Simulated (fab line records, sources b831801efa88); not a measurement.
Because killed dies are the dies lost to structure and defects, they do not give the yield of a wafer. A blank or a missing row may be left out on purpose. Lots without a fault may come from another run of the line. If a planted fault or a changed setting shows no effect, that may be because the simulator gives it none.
Which tool did it? :: flow sky130 :: 12 lots with 36 wafers sampled at 5 steps, on a route of 708 steps

## WHAT THE GAUGES READ, wafer by wafer
No reading from a measuring or inspecting step in the record can be judged against a usual standard deviation.

## WHICH TOOL RAN EACH LOT (tool, then ch and the chambers of the sampled wafers, then the start)
lot: L817
SKY_METAL4_SPUTTER_00: pvd-sputter-03, day 40 05:28
SKY_METAL5_SPUTTER_00: pvd-sputter-03, day 43 10:31
SKY_PASSIVATION_CVD_00: pecvd-02 ch 0,2, day 44 09:43
SKY_PASSIVATION_ETCH_11: rie-diel-01 ch 1,2, day 45 08:40
SKY_PAD_OPEN_PROBE_99: prober-01, day 46 08:52

lot: L818
SKY_METAL4_SPUTTER_00: pvd-sputter-01, day 40 06:59
SKY_METAL5_SPUTTER_00: pvd-sputter-02, day 43 10:49
SKY_PASSIVATION_CVD_00: pecvd-02 ch 0,2, day 44 10:01
SKY_PASSIVATION_ETCH_11: rie-diel-04 ch 1,2,3, day 45 08:49
SKY_PAD_OPEN_PROBE_99: prober-02, day 46 10:25

lot: L819
SKY_METAL4_SPUTTER_00: pvd-sputter-01, day 40 17:34
SKY_METAL5_SPUTTER_00: pvd-sputter-02, day 43 21:01
SKY_PASSIVATION_CVD_00: pecvd-03 ch 1,2, day 44 20:14
SKY_PASSIVATION_ETCH_11: rie-diel-01 ch 2,3, day 45 18:19
SKY_PAD_OPEN_PROBE_99: prober-01, day 46 18:05

lot: L820
SKY_METAL4_SPUTTER_00: pvd-sputter-01, day 40 22:21
SKY_METAL5_SPUTTER_00: pvd-sputter-04, day 43 23:50
SKY_PASSIVATION_CVD_00: pecvd-03 ch 0,1, day 44 22:41
SKY_PASSIVATION_ETCH_11: rie-diel-04 ch 2,3, day 45 19:16
SKY_PAD_OPEN_PROBE_99: prober-02, day 46 18:47

lot: L829
SKY_METAL4_SPUTTER_00: pvd-sputter-02, day 43 14:16
SKY_METAL5_SPUTTER_00: pvd-sputter-04, day 46 12:05
SKY_PASSIVATION_CVD_00: pecvd-03 ch 0,2, day 47 09:22
SKY_PASSIVATION_ETCH_11: rie-diel-02 ch 0,2, day 48 05:46
SKY_PAD_OPEN_PROBE_99: prober-01, day 49 02:29

lot: L830
SKY_METAL4_SPUTTER_00: pvd-sputter-01, day 44 07:20
SKY_METAL5_SPUTTER_00: pvd-sputter-04, day 47 02:19
SKY_PASSIVATION_CVD_00: pecvd-02 ch 0,2, day 47 22:44
SKY_PASSIVATION_ETCH_11: rie-diel-02 ch 1,3, day 48 16:30
SKY_PAD_OPEN_PROBE_99: prober-02, day 49 12:20

lot: L832
SKY_METAL4_SPUTTER_00: pvd-sputter-03, day 44 13:03
SKY_METAL5_SPUTTER_00: pvd-sputter-04, day 47 08:00
SKY_PASSIVATION_CVD_00: pecvd-02 ch 0,2, day 48 05:17
SKY_PASSIVATION_ETCH_11: rie-diel-01 ch 1,2,3, day 48 23:34
SKY_PAD_OPEN_PROBE_99: prober-02, day 49 20:05

lot: L833
SKY_METAL4_SPUTTER_00: pvd-sputter-03, day 44 18:35
SKY_METAL5_SPUTTER_00: pvd-sputter-04, day 47 12:33
SKY_PASSIVATION_CVD_00: pecvd-01 ch 0,2, day 48 09:40
SKY_PASSIVATION_ETCH_11: rie-diel-04 ch 1,3, day 49 04:19
SKY_PAD_OPEN_PROBE_99: prober-01, day 50 00:56

lot: L835
SKY_METAL4_SPUTTER_00: pvd-sputter-03, day 45 10:10
SKY_METAL5_SPUTTER_00: pvd-sputter-02, day 48 04:14
SKY_PASSIVATION_CVD_00: pecvd-01 ch 0,2, day 48 23:31
SKY_PASSIVATION_ETCH_11: rie-diel-02 ch 2,3, day 49 18:07
SKY_PAD_OPEN_PROBE_99: prober-02, day 50 12:59

lot: L836
SKY_METAL4_SPUTTER_00: pvd-sputter-02, day 45 12:55
SKY_METAL5_SPUTTER_00: pvd-sputter-03, day 48 08:08
SKY_PASSIVATION_CVD_00: pecvd-02 ch 0,2, day 49 03:14
SKY_PASSIVATION_ETCH_11: rie-diel-02 ch 1,2,3, day 49 21:58
SKY_PAD_OPEN_PROBE_99: prober-01, day 50 17:37

lot: L839
SKY_METAL4_SPUTTER_00: pvd-sputter-03, day 46 09:53
SKY_METAL5_SPUTTER_00: pvd-sputter-04, day 49 02:33
SKY_PASSIVATION_CVD_00: pecvd-01 ch 0,1, day 49 21:19
SKY_PASSIVATION_ETCH_11: rie-diel-02 ch 0,1,3, day 50 14:43
SKY_PAD_OPEN_PROBE_99: prober-02, day 51 08:50

lot: L840
SKY_METAL4_SPUTTER_00: pvd-sputter-02, day 46 12:04
SKY_METAL5_SPUTTER_00: pvd-sputter-03, day 49 03:09
SKY_PASSIVATION_CVD_00: pecvd-03 ch 0,1, day 49 22:03
SKY_PASSIVATION_ETCH_11: rie-diel-04 ch 0,1, day 50 15:04
SKY_PAD_OPEN_PROBE_99: prober-01, day 51 09:05
- SKY_METAL4_SPUTTER_00: material Ti, target thk 15 nm, time 10 s.
- SKY_METAL5_SPUTTER_00: material Ti, target thk 15 nm, time 10 s.
- SKY_PASSIVATION_CVD_00: deposits SiO2, target thk 90 nm.
- SKY_PASSIVATION_ETCH_11: etches the open film in CF4/O2, stops on AlCu, target depth 725 nm, time 161.1 s.
- SKY_PAD_OPEN_PROBE_99

## AS READ BY THE TOOLS THEMSELVES (means over the sampled wafers that have a number; for cases with no such wafer, the mark the record gives instead)
SKY_METAL4_SPUTTER_00. Usual: cathode-dc-power-W 3000.0 W, standard deviation 0.62; throttle-valve-pct 29.7 %, standard deviation 1.1.
lot: L817
tool: pvd-sputter-03
cathode-dc-power-W (W): 3000.5
throttle-valve-pct (%): 29.3
flag: 

lot: L818
tool: pvd-sputter-01
cathode-dc-power-W (W): 3000.1
throttle-valve-pct (%): 30.0
flag: 

lot: L819
tool: pvd-sputter-01
cathode-dc-power-W (W): 3000.1
throttle-valve-pct (%): 29.5
flag: 

lot: L820
tool: pvd-sputter-01
cathode-dc-power-W (W): 3000.5
throttle-valve-pct (%): 29.5
flag: 

lot: L829
tool: pvd-sputter-02
cathode-dc-power-W (W): 3000.2
throttle-valve-pct (%): 29.4
flag: 

lot: L830
tool: pvd-sputter-01
cathode-dc-power-W (W): 3000.0
throttle-valve-pct (%): 29.9
flag: 

lot: L832
tool: pvd-sputter-03
cathode-dc-power-W (W): 3000.1
throttle-valve-pct (%): 29.6
flag: 

lot: L833
tool: pvd-sputter-03
cathode-dc-power-W (W): 2999.6
throttle-valve-pct (%): 31.2
flag: 

lot: L835
tool: pvd-sputter-03
cathode-dc-power-W (W): 3000.0
throttle-valve-pct (%): 29.6
flag: 

lot: L836
tool: pvd-sputter-02
cathode-dc-power-W (W): 3000.4
throttle-valve-pct (%): 29.6
flag: 

lot: L839
tool: pvd-sputter-03
cathode-dc-power-W (W): 3000.2
throttle-valve-pct (%): 30.1
flag: 

lot: L840
tool: pvd-sputter-02
cathode-dc-power-W (W): 3000.2
throttle-valve-pct (%): 29.4
flag: 

SKY_METAL5_SPUTTER_00. Usual: cathode-dc-power-W 3000.0 W, standard deviation 0.51; throttle-valve-pct 30.1 %, standard deviation 0.99.
lot: L817
tool: pvd-sputter-03
cathode-dc-power-W (W): 3000.7
throttle-valve-pct (%): 29.3
flag: 

lot: L818
tool: pvd-sputter-02
cathode-dc-power-W (W): 3000.0
throttle-valve-pct (%): 30.0
flag: 

lot: L819
tool: pvd-sputter-02
cathode-dc-power-W (W): 2999.8
throttle-valve-pct (%): 29.3
flag: 

lot: L820
tool: pvd-sputter-04
cathode-dc-power-W (W): 3000.7
throttle-valve-pct (%): 29.8
flag: 

lot: L829
tool: pvd-sputter-04
cathode-dc-power-W (W): 2999.8
throttle-valve-pct (%): 30.5
flag: 

lot: L830
tool: pvd-sputter-04
cathode-dc-power-W (W): 2999.9
throttle-valve-pct (%): 30.0
flag: 

lot: L832
tool: pvd-sputter-04
cathode-dc-power-W (W): 3000.1
throttle-valve-pct (%): 30.7
flag: 

lot: L833
tool: pvd-sputter-04
cathode-dc-power-W (W): 3000.3
throttle-valve-pct (%): 30.0
flag: 

lot: L835
tool: pvd-sputter-02
cathode-dc-power-W (W): 3000.1
throttle-valve-pct (%): 30.1
flag: 

lot: L836
tool: pvd-sputter-03
cathode-dc-power-W (W): 3000.0
throttle-valve-pct (%): 30.2
flag: 

lot: L839
tool: pvd-sputter-04
cathode-dc-power-W (W): 3000.0
throttle-valve-pct (%): 30.6
flag: 

lot: L840
tool: pvd-sputter-03
cathode-dc-power-W (W): 2999.9
throttle-valve-pct (%): 29.8
flag: 

SKY_PASSIVATION_CVD_00. Usual: heater-power-w 673 W, standard deviation 91.
lot: L817
tool: pecvd-02
heater-power-w (W): 694
flag: 

lot: L818
tool: pecvd-02
heater-power-w (W): 573
flag: 

lot: L819
tool: pecvd-03
heater-power-w (W): 670
flag: 

lot: L820
tool: pecvd-03
heater-power-w (W): 766
flag: 

lot: L829
tool: pecvd-03
heater-power-w (W): 762
flag: 

lot: L830
tool: pecvd-02
heater-power-w (W): 639
flag: 

lot: L832
tool: pecvd-02
heater-power-w (W): 653
flag: 

lot: L833
tool: pecvd-01
heater-power-w (W): 658
flag: 

lot: L835
tool: pecvd-01
heater-power-w (W): 669
flag: 

lot: L836
tool: pecvd-02
heater-power-w (W): 632
flag: 

lot: L839
tool: pecvd-01
heater-power-w (W): 653
flag: 

lot: L840
tool: pecvd-03
heater-power-w (W): 697
flag: 

SKY_PASSIVATION_ETCH_11. Usual: drypump-motor-current-A 5.8 A, standard deviation 0.44; oes-product-au 0.979 a.u., standard deviation 0.0072; throttle-valve-pct 5.965 %, standard deviation 0.0091.
lot: L817
tool: rie-diel-01
drypump-motor-current-A (A): 6.0
oes-product-au (a.u.): 0.973
throttle-valve-pct (%): 5.955
flag: 

lot: L818
tool: rie-diel-04
drypump-motor-current-A (A): 6.0
oes-product-au (a.u.): 0.976
throttle-valve-pct (%): 5.971
flag: 

lot: L819
tool: rie-diel-01
drypump-motor-current-A (A): 5.8
oes-product-au (a.u.): 0.980
throttle-valve-pct (%): 5.971
flag: 

lot: L820
tool: rie-diel-04
drypump-motor-current-A (A): 5.8
oes-product-au (a.u.): 0.981
throttle-valve-pct (%): 5.966
flag: 

lot: L829
tool: rie-diel-02
drypump-motor-current-A (A): 5.1
oes-product-au (a.u.): 0.975
throttle-valve-pct (%): 5.960
flag: 

lot: L830
tool: rie-diel-02
drypump-motor-current-A (A): 6.2
oes-product-au (a.u.): 0.986
throttle-valve-pct (%): 5.971
flag: 

lot: L832
tool: rie-diel-01
drypump-motor-current-A (A): 5.8
oes-product-au (a.u.): 0.977
throttle-valve-pct (%): 5.968
flag: 

lot: L833
tool: rie-diel-04
drypump-motor-current-A (A): 6.0
oes-product-au (a.u.): 0.982
throttle-valve-pct (%): 5.965
flag: 

lot: L835
tool: rie-diel-02
drypump-motor-current-A (A): 6.0
oes-product-au (a.u.): 0.976
throttle-valve-pct (%): 5.961
flag: 

lot: L836
tool: rie-diel-02
drypump-motor-current-A (A): 5.7
oes-product-au (a.u.): 0.981
throttle-valve-pct (%): 5.970
flag: 

lot: L839
tool: rie-diel-02
drypump-motor-current-A (A): 5.7
oes-product-au (a.u.): 0.985
throttle-valve-pct (%): 5.965
flag: 

lot: L840
tool: rie-diel-04
drypump-motor-current-A (A): 6.1
oes-product-au (a.u.): 0.981
throttle-valve-pct (%): 5.961
flag: 

SKY_PAD_OPEN_PROBE_99. Usual: defect-limited-yield 82.6 %, standard deviation 1.9; killed_at_M0_to_M3 43, standard deviation 5.9; killed_at_M4_up 2.9, standard deviation 1.5; killed-at-contacts 24, standard deviation 5; killed-at-front-end 15, standard deviation 4.8; killed-at-other 0.2, standard deviation 0.5; killed-dies 86, standard deviation 9.3; killed-open 47, standard deviation 7.1; killed-short 38, standard deviation 6.3; sort_bin_3_pad_short 0.8 %, standard deviation 0.42; sort_bin_5_function 10.2 %, standard deviation 1.4; sort_bin_6_memory 6.4 %, standard deviation 1.1; sort-n-pass 406, standard deviation 9.3; sort-yield-pct 82.6 %, standard deviation 1.9.
lot: L817
tool: prober-01
defect-limited-yield (%): 83.4
killed_at_M0_to_M3: 45
killed_at_M4_up: 2.3
killed-at-contacts: 23
killed-at-front-end: 11
killed-at-other: 0.3
killed-dies: 82
killed-open: 46
killed-short: 36
sort_bin_3_pad_short (%): 0.6
sort_bin_5_function (%): 10.5
sort_bin_6_memory (%): 5.5
sort-n-pass: 410
sort-yield-pct (%): 83.4
flag: 

lot: L818
tool: prober-02
defect-limited-yield (%): 82.5
killed_at_M0_to_M3: 44
killed_at_M4_up: 4.3
killed-at-contacts: 22
killed-at-front-end: 15
killed-at-other: 0.3
killed-dies: 86
killed-open: 49
killed-short: 37
sort_bin_3_pad_short (%): 0.7
sort_bin_5_function (%): 10.9
sort_bin_6_memory (%): 5.8
sort-n-pass: 406
sort-yield-pct (%): 82.5
flag: 

lot: L819
tool: prober-01
defect-limited-yield (%): 82.3
killed_at_M0_to_M3: 44
killed_at_M4_up: 1.7
killed-at-contacts: 22
killed-at-front-end: 19
killed-at-other: 0.3
killed-dies: 87
killed-open: 50
killed-short: 37
sort_bin_3_pad_short (%): 1.0
sort_bin_5_function (%): 10.4
sort_bin_6_memory (%): 6.2
sort-n-pass: 405
sort-yield-pct (%): 82.3
flag: 

lot: L820
tool: prober-02
defect-limited-yield (%): 81.7
killed_at_M0_to_M3: 49
killed_at_M4_up: 2.3
killed-at-contacts: 26
killed-at-front-end: 12
killed-at-other: 0.3
killed-dies: 90
killed-open: 45
killed-short: 45
sort_bin_3_pad_short (%): 0.9
sort_bin_5_function (%): 11.1
sort_bin_6_memory (%): 6.2
sort-n-pass: 402
sort-yield-pct (%): 81.7
flag: 

lot: L829
tool: prober-01
defect-limited-yield (%): 82.6
killed_at_M0_to_M3: 46
killed_at_M4_up: 4.7
killed-at-contacts: 23
killed-at-front-end: 13
killed-at-other: 0.0
killed-dies: 86
killed-open: 48
killed-short: 37
sort_bin_3_pad_short (%): 0.9
sort_bin_5_function (%): 9.5
sort_bin_6_memory (%): 7.0
sort-n-pass: 406
sort-yield-pct (%): 82.6
flag: 

lot: L830
tool: prober-02
defect-limited-yield (%): 79.9
killed_at_M0_to_M3: 42
killed_at_M4_up: 25.0
killed-at-contacts: 19
killed-at-front-end: 12
killed-at-other: 0.3
killed-dies: 99
killed-open: 42
killed-short: 36
sort_bin_3_pad_short (%): 1.7
sort_bin_5_function (%): 12.3
sort_bin_6_memory (%): 6.0
sort-n-pass: 393
sort-yield-pct (%): 79.9
flag: OFF

lot: L832
tool: prober-02
defect-limited-yield (%): 83.1
killed_at_M0_to_M3: 42
killed_at_M4_up: 3.3
killed-at-contacts: 27
killed-at-front-end: 11
killed-at-other: 0.0
killed-dies: 83
killed-open: 43
killed-short: 40
sort_bin_3_pad_short (%): 0.8
sort_bin_5_function (%): 10.7
sort_bin_6_memory (%): 5.4
sort-n-pass: 409
sort-yield-pct (%): 83.1
flag: 

lot: L833
tool: prober-01
defect-limited-yield (%): 81.0
killed_at_M0_to_M3: 48
killed_at_M4_up: 2.0
killed-at-contacts: 27
killed-at-front-end: 16
killed-at-other: 0.7
killed-dies: 94
killed-open: 54
killed-short: 40
sort_bin_3_pad_short (%): 0.9
sort_bin_5_function (%): 10.7
sort_bin_6_memory (%): 7.4
sort-n-pass: 398
sort-yield-pct (%): 81.0
flag: 

lot: L835
tool: prober-02
defect-limited-yield (%): 84.0
killed_at_M0_to_M3: 33
killed_at_M4_up: 3.7
killed-at-contacts: 28
killed-at-front-end: 14
killed-at-other: 0.7
killed-dies: 79
killed-open: 43
killed-short: 36
sort_bin_3_pad_short (%): 0.9
sort_bin_5_function (%): 9.1
sort_bin_6_memory (%): 6.0
sort-n-pass: 413
sort-yield-pct (%): 84.0
flag: 

lot: L836
tool: prober-01
defect-limited-yield (%): 82.0
killed_at_M0_to_M3: 47
killed_at_M4_up: 3.3
killed-at-contacts: 23
killed-at-front-end: 15
killed-at-other: 0.0
killed-dies: 89
killed-open: 47
killed-short: 42
sort_bin_3_pad_short (%): 1.0
sort_bin_5_function (%): 11.3
sort_bin_6_memory (%): 5.7
sort-n-pass: 403
sort-yield-pct (%): 82.0
flag: 

lot: L839
tool: prober-02
defect-limited-yield (%): 82.6
killed_at_M0_to_M3: 40
killed_at_M4_up: 2.3
killed-at-contacts: 26
killed-at-front-end: 16
killed-at-other: 0.7
killed-dies: 85
killed-open: 46
killed-short: 39
sort_bin_3_pad_short (%): 0.9
sort_bin_5_function (%): 9.7
sort_bin_6_memory (%): 6.8
sort-n-pass: 407
sort-yield-pct (%): 82.6
flag: 

lot: L840
tool: prober-01
defect-limited-yield (%): 82.2
killed_at_M0_to_M3: 45
killed_at_M4_up: 4.7
killed-at-contacts: 25
killed-at-front-end: 13
killed-at-other: 0.3
killed-dies: 87
killed-open: 50
killed-short: 37
sort_bin_3_pad_short (%): 0.9
sort_bin_5_function (%): 9.6
sort_bin_6_memory (%): 7.2
sort-n-pass: 405
sort-yield-pct (%): 82.2
flag: 

## THE ANSWER, worked out from the rows above alone
Rule: lot off if the mean of its wafers having a number is beyond 3 standard deviations from the usual mean. Also off: a lot with no number at a reading for which 4 or more lots have one. The other lots that the step has rows for count as sound. First the gauges in route order, then the tools' own readings, where a lot's mean is used as printed above. At the first step where some lot is off, the reading lying furthest off is the one used; lots without a number count as furthest.
Off: L830, at SKY_PAD_OPEN_PROBE_99 (killed_at_M4_up).
If a tool, at that step or one of the process steps before it, ran each lot that is off and ran no sound lot following the first of them, it fits. One candidate fits, namely pvd-sputter-01 at SKY_METAL4_SPUTTER_00. A fault onset in the window from L820 (day 40 22:21, its last sound lot) to L830 (day 44 07:20, its first lot off) fits.

## WHAT THE SIMULATOR HAD INSERTED
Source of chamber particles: pvd-sputter-01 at SKY_METAL4_SPUTTER_00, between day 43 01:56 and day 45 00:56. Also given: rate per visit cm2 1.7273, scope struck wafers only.
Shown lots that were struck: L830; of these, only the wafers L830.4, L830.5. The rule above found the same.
